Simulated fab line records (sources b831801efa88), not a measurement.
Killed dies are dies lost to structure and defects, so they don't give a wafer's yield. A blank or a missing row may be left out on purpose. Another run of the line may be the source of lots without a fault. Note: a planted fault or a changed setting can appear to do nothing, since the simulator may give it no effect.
Problem report in the 8D (eight disciplines) form, filled by code + flow gf180mcu + the parts of the form that need people (team, actions taken, sign-off) are left out

== 1. PROBLEM STATEMENT ==
rotationDeg at GF_HV_LDD_IMPLANT_35 reads a mean of 251.87 degrees on 6 wafers of 2 lots; wafers without a fault read 180.00 degrees with a standard deviation of 0.052. That is +99 or more standard deviations from the usual mean.
Seen first at day 14 20:34 on implanter-03, wafer L512.1. The record has a number at this step for 42 wafers belonging to 14 lots. Rule for "out" (also "out of limits"): further than 4 standard deviations from the usual mean. The other wafers with a number count as sound.

== 2. WHAT IT IS, WHAT IT ISN'T ==
| question                    | is                     | is not                                                                                                         |
|-----------------------------|------------------------|----------------------------------------------------------------------------------------------------------------|
| which readings at this step | rotationDeg            | doseIonsCm2                                                                                                    |
| which lots                  | L512, L514             | L502, L503, L504, L509, L513, L516, L520, L521, L522, L523, L524, L525                                         |
| which wafers of those lots  | all that have a number | -                                                                                                              |
| read on which tools         | implanter-03           | implanter-02, implanter-04                                                                                     |
| when                        | from day 14 20:34      | up to then (12 sound wafers); but 24 sound wafers of L513, L516, L520, L521, L522, L523, L524, L525 came after |

== 3. THE SUSPECTS, EACH WITH WHAT RULES IT OUT ==
Counting: a tool at any process step up to the reading remains a suspect when it ran all the lots that are out and ran no sound lot after the first of those.
- implanter-03 at GF_HV_LDD_IMPLANT_35: ruled out as a lasting fault. The sound lots L525 went through it after L512, its earliest lot that is out (day 14 20:34).
Left after counting: nothing in the record.

== 4. THE CAUSE (what the simulator had put in) ==
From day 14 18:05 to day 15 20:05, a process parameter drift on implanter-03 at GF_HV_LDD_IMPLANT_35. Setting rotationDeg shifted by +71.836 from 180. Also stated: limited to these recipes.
Counting ruled it out, wrongly.

== 5. THE EFFECT CHAIN, in route order ==
Each row: a reading where the mean over the struck wafers with a number is more than 3 standard deviations away from the usual. Only readings whose record carries a usual standard deviation are examined. hours: median over the lots of the time between each lot's start at the first step of this table that gives one and its start at this step. sigmas: the change, counted in usual standard deviations.
| hours | step                 | reading     | usual          | on struck wafers | change | sigmas      |
|-------|----------------------|-------------|----------------|------------------|--------|-------------|
| 0     | GF_HV_LDD_IMPLANT_35 | rotationDeg | 180.00 degrees | 251.87           | +71.87 | +99 or more |
Process steps it contains:
- GF_HV_LDD_IMPLANT_35
Later steps that measure or inspect, where all struck wafers having a row at the step show a number for every such reading and not one has moved that far: GF_CONTACT_BOW_MEAS_05.

== 6. HOW IT WOULD HAVE BEEN CAUGHT EARLIER ==
The fault began at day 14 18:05; the first out-of-limits reading in this record came at day 14 20:34, 2 hours later.
